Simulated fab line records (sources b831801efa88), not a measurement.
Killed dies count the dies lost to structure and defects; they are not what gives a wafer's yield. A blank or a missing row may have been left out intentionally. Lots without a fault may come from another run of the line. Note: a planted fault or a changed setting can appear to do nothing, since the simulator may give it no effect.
Which tool did it? -- flow gf180mcu -- 12 lots, 36 wafers sampled, at 5 steps of a route of 602

## WHAT THE GAUGES SHOWED, per wafer
GF_VT_IMPLANT_OVL_MEAS_07.
lot,measured,on,VT_IMPLANT_OVL (nm)
L547,day 5 15:43,overlay-01,-1.0 -0.2 -1.1
L549,day 6 02:46,overlay-02,0.9 1.4 -2.0
L550,day 6 11:16,overlay-01,-1.7 -1.6 0.0
L552,day 6 21:24,overlay-02,-1.1 1.8 -0.2
L558,day 8 14:18,overlay-01,- - -
L562,day 9 20:57,overlay-02,-1.9 -1.0 -0.9
L563,day 10 00:51,overlay-02,-2.6 -0.7 -1.2
L564,day 10 10:54,overlay-02,-2.4 -1.4 -1.5
L565,day 10 12:08,overlay-01,1.3 1.2 1.7
L568,day 10 22:58,overlay-02,-0.9 -0.8 0.5
L569,day 11 10:58,overlay-02,-1.9 -0.8 -1.1
L570,day 11 16:21,overlay-01,0.5 0.9 -0.8

GF_VT_IMPLANT_TW_MEAS_10.
lot,measured,on,VT_IMPLANT_TW
L547,day 5 16:01,film_metro-03,567.1 569.4 567.8
L549,day 6 03:02,film_metro-03,568.6 571.7 569.2
L550,day 6 11:33,film_metro-04,568.7 567.4 569.7
L552,day 6 21:41,film_metro-01,570.7 572.6 570.7
L558,day 8 14:35,film_metro-04,30.3 30.2 30.1 30.2 30.3 30.5
L562,day 9 21:14,film_metro-01,568.0 569.0 570.2
L563,day 10 01:08,film_metro-03,570.9 567.3 566.1
L564,day 10 11:11,film_metro-01,570.9 567.8 567.9
L565,day 10 12:26,film_metro-01,565.6 565.6 567.1
L568,day 10 23:15,film_metro-03,565.6 568.1 569.6
L569,day 11 11:16,film_metro-04,563.1 563.2 563.3
L570,day 11 16:38,film_metro-01,570.1 573.1 568.6

GF_M2_RS_MEAS_05: measurement is done with a four-point probe.
lot,measured,on,M2_ALCU_RS (ohm/sq)
L547,day 18 04:10,film_metro-02,0.0676 0.0701 0.0677
L549,day 18 22:25,film_metro-03,0.0690 0.0691 0.0689
L550,day 19 11:59,film_metro-04,0.0700 0.0706 0.0719
L552,day 20 04:50,film_metro-02,0.0704 0.0697 0.0693
L562,day 24 07:39,film_metro-04,0.0703 0.0699 0.0698
L563,day 24 13:52,film_metro-04,0.0693 0.0685 0.0690
L564,day 25 04:51,film_metro-04,0.0694 0.0681 0.0692
L565,day 25 03:28,film_metro-03,0.0686 0.0694 0.0690
L568,day 25 17:11,film_metro-02,0.0680 0.0683 0.0681
L569,day 26 07:09,film_metro-02,0.0698 0.0699 0.0695
L570,day 26 10:01,film_metro-02,0.0689 0.0678 0.0682

GF_M4_RS_MEAS_05: measurement is done with a four-point probe.
lot,measured,on,M4_ALCU_RS (ohm/sq)
L547,day 22 10:00,film_metro-02,0.0704 0.0687 0.0701
L549,day 23 02:32,film_metro-03,0.0701 0.0689 0.0702
L550,day 23 17:37,film_metro-02,0.0699 0.0705 0.0690
L552,day 24 09:24,film_metro-04,0.0696 0.0695 0.0697
L562,day 28 01:23,film_metro-03,0.0705 0.0688 0.0691
L563,day 28 07:31,film_metro-04,0.0696 0.0688 0.0684
L564,day 28 21:52,film_metro-02,0.0707 0.0705 0.0703
L565,day 28 19:53,film_metro-03,0.0683 0.0678 0.0675
L568,day 29 08:34,film_metro-02,0.0687 0.0691 0.0688
L569,day 29 21:10,film_metro-04,0.0690 0.0703 0.0683
L570,day 30 00:04,film_metro-04,0.0698 0.0698 0.0689

## WHAT TOOL EACH LOT RAN ON (gives the tool, then ch and the chambers of the sampled wafers, and finally the start)
lot,GF_VT_IMPLANT_EXPOSE_04
L547,"iline_stepper-01 ch 0, day 5 09:35"
L549,"iline_stepper-02 ch 0, day 5 19:29"
L550,"iline_stepper-01 ch 0, day 6 04:21"
L552,"iline_stepper-02 ch 0, day 6 13:51"
L558,"iline_stepper-01 ch 0, day 8 06:04"
L562,"iline_stepper-02 ch 0, day 9 12:23"
L563,"iline_stepper-02 ch 0, day 9 15:45"
L564,"iline_stepper-01 ch 0, day 10 02:14"
L565,"iline_stepper-01 ch 0, day 10 03:24"
L568,"iline_stepper-01 ch 0, day 10 14:12"
L569,"iline_stepper-01 ch 0, day 11 01:44"
L570,"iline_stepper-02 ch 0, day 11 06:43"
- GF_VT_IMPLANT_EXPOSE_04: exposes mask LVPWELL LV AREA, target cd 600 nm.

## WHAT THE TOOLS THEMSELVES READ (means of the sampled wafers that have a number; where no wafer has one, the mark that the record gives instead)
GF_VT_IMPLANT_EXPOSE_04.
lot,tool,focus_offset_nm (nm)
L547,iline_stepper-01,-0.0
L549,iline_stepper-02,-0.3
L550,iline_stepper-01,0.2
L552,iline_stepper-02,0.2
L558,iline_stepper-01,0.5
L562,iline_stepper-02,-0.4
L563,iline_stepper-02,0.3
L564,iline_stepper-01,0.0
L565,iline_stepper-01,-0.7
L568,iline_stepper-01,0.1
L569,iline_stepper-01,-0.7
L570,iline_stepper-02,-0.1

## THE ANSWER, worked out from the rows above alone
Rule: the usual values come from the lots themselves. The widest of any qualifying gaps counts: lots, ordered by their means at a reading, are off when they make up no more than a third of the lots, leave a main group of 4 or more, and stand apart from it by 3 or more times the standard deviation of that group's means. Not used: any main group whose means are identical at the precision the tables above print for the reading. Also off: a lot with no number at a reading for which 4 or more lots have one. All remaining lots with rows at the step are treated as sound. First the gauges in route order, then the tools' own readings, where a lot's mean is used as printed above. At the first step where some lot is off, the reading lying furthest off is the one used; lots without a number count as furthest.
Off: L558, seen at GF_VT_IMPLANT_OVL_MEAS_07 (VT_IMPLANT_OVL). Without a number there: L558. Main group: mean -0.6 nm, sd 0.91.
A tool fits if, at a process step before that reading, it ran every lot that is off, and no sound lot after the first of them. Not tried: the gauges at GF_VT_IMPLANT_OVL_MEAS_07; whatever is off there is also off at GF_VT_IMPLANT_TW_MEAS_10, on other tools, and gauge error can't account for it. Not one of the candidates tried fits.

## WHAT THE SIMULATOR PUT IN
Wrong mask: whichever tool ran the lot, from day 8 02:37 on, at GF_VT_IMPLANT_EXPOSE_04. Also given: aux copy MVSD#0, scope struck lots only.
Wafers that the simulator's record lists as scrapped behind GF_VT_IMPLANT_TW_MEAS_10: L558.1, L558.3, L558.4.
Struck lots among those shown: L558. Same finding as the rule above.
